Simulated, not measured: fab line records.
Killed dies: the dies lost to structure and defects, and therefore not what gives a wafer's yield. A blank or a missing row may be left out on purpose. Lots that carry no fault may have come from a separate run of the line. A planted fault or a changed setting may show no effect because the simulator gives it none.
Matching of chambers :: flow gf180mcu :: 4 sister chambers for GF_STI_ETCH_14 on rie-si-01
The step etches Si in HBr/Cl2/O2, target depth 360 nm, time 102.9 s. 16 wafers are shown with their chamber, then 8 later ones without.

## WAFERS WITH THEIR CHAMBER
wafer: L301.1
chamber: 3
run-length-s (s): 131.5
throttle-valve-pct (%): 25.662
oes-product-au (a.u.): 0.986

wafer: L301.5
chamber: 3
run-length-s (s): 131.2
throttle-valve-pct (%): 25.652
oes-product-au (a.u.): 1.003

wafer: L301.6
chamber: 2
run-length-s (s): 131.7
throttle-valve-pct (%): 25.654
oes-product-au (a.u.): 0.992

wafer: L303.2
chamber: 1
run-length-s (s): 131.0
throttle-valve-pct (%): 25.641
oes-product-au (a.u.): 1.001

wafer: L303.3
chamber: 3
run-length-s (s): 131.1
throttle-valve-pct (%): 25.665
oes-product-au (a.u.): 0.999

wafer: L303.4
chamber: 0
run-length-s (s): 131.5
throttle-valve-pct (%): 25.659
oes-product-au (a.u.): 1.000

wafer: L304.3
chamber: 0
run-length-s (s): 131.5
throttle-valve-pct (%): 25.652
oes-product-au (a.u.): 1.001

wafer: L304.4
chamber: 0
run-length-s (s): 131.3
throttle-valve-pct (%): 25.651
oes-product-au (a.u.): 1.000

wafer: L304.6
chamber: 3
run-length-s (s): 131.2
throttle-valve-pct (%): 25.652
oes-product-au (a.u.): 0.989

wafer: L316.1
chamber: 0
run-length-s (s): 131.2
throttle-valve-pct (%): 25.661
oes-product-au (a.u.): 0.996

wafer: L316.4
chamber: 3
run-length-s (s): 131.1
throttle-valve-pct (%): 25.680
oes-product-au (a.u.): 0.987

wafer: L316.5
chamber: 0
run-length-s (s): 131.1
throttle-valve-pct (%): 25.654
oes-product-au (a.u.): 0.990

wafer: L317.1
chamber: 1
run-length-s (s): 131.0
throttle-valve-pct (%): 25.642
oes-product-au (a.u.): 1.018

wafer: L317.2
chamber: 0
run-length-s (s): 131.6
throttle-valve-pct (%): 25.645
oes-product-au (a.u.): 1.011

wafer: L317.5
chamber: 3
run-length-s (s): 130.9
throttle-valve-pct (%): 25.664
oes-product-au (a.u.): 0.982

wafer: L318.2
chamber: 1
run-length-s (s): 130.8
throttle-valve-pct (%): 25.641
oes-product-au (a.u.): 1.013

SIGNATURES, as means of the wafers listed above
reading: run-length-s
chamber 0: 131.367
chamber 1: 130.933
chamber 2: 131.700
chamber 3: 131.167
scatter within a chamber: 0.186

reading: throttle-valve-pct
chamber 0: 25.65367
chamber 1: 25.64133
chamber 2: 25.65400
chamber 3: 25.66250
scatter within a chamber: 0.00766

reading: oes-product-au
chamber 0: 0.99967
chamber 1: 1.01067
chamber 2: 0.99200
chamber 3: 0.99100
scatter within a chamber: 0.00777
Rule: for each reading, subtract the chamber's mean from the wafer's reading, divide by that reading's scatter and square the result; add these up over the readings and take the root, which gives the wafer's distance from the chamber. If the next closest chamber is less than 2 further off than the closest, the wafer can't be placed; otherwise it belongs to the closest. The scatter is the square root of a quotient: the sum, over the shown wafers, of each reading's squared deviation from its chamber's mean, divided by wafers minus chambers.

## WAFERS WITHOUT THEIR CHAMBER
wafer: L318.4
run-length-s (s): 131.2
throttle-valve-pct (%): 25.650
oes-product-au (a.u.): 1.001

wafer: L318.5
run-length-s (s): 131.3
throttle-valve-pct (%): 25.632
oes-product-au (a.u.): 1.003

wafer: L321.1
run-length-s (s): 130.9
throttle-valve-pct (%): 25.630
oes-product-au (a.u.): 1.008

wafer: L321.4
run-length-s (s): 131.3
throttle-valve-pct (%): 25.669
oes-product-au (a.u.): 1.004

wafer: L321.5
run-length-s (s): 131.1
throttle-valve-pct (%): 25.660
oes-product-au (a.u.): 0.997

wafer: L323.1
run-length-s (s): 131.1
throttle-valve-pct (%): 25.654
oes-product-au (a.u.): 1.003

wafer: L323.5
run-length-s (s): 131.2
throttle-valve-pct (%): 25.651
oes-product-au (a.u.): 1.002

wafer: L323.6
run-length-s (s): 131.7
throttle-valve-pct (%): 25.658
oes-product-au (a.u.): 1.015

## EACH ONE'S CHAMBER
wafer: L318.4
from the rows above: can't be placed: 0 or 3 or 1 or 2
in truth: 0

wafer: L318.5
from the rows above: can't be placed: 1 or 0 or 2 or 3
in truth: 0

wafer: L321.1
from the rows above: 1
in truth: 1

wafer: L321.4
from the rows above: can't be placed: 3 or 0 or 2
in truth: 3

wafer: L321.5
from the rows above: can't be placed: 3 or 0
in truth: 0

wafer: L323.1
from the rows above: can't be placed: 0 or 3 or 1
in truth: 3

wafer: L323.5
from the rows above: can't be placed: 0 or 3 or 1
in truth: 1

wafer: L323.6
from the rows above: can't be placed: 0 or 2 or 3 or 1
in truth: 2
1 of 8 placed correctly. Not placeable from these rows: 7 (in 7, the candidates include the true chamber). Placed wrongly: 0.
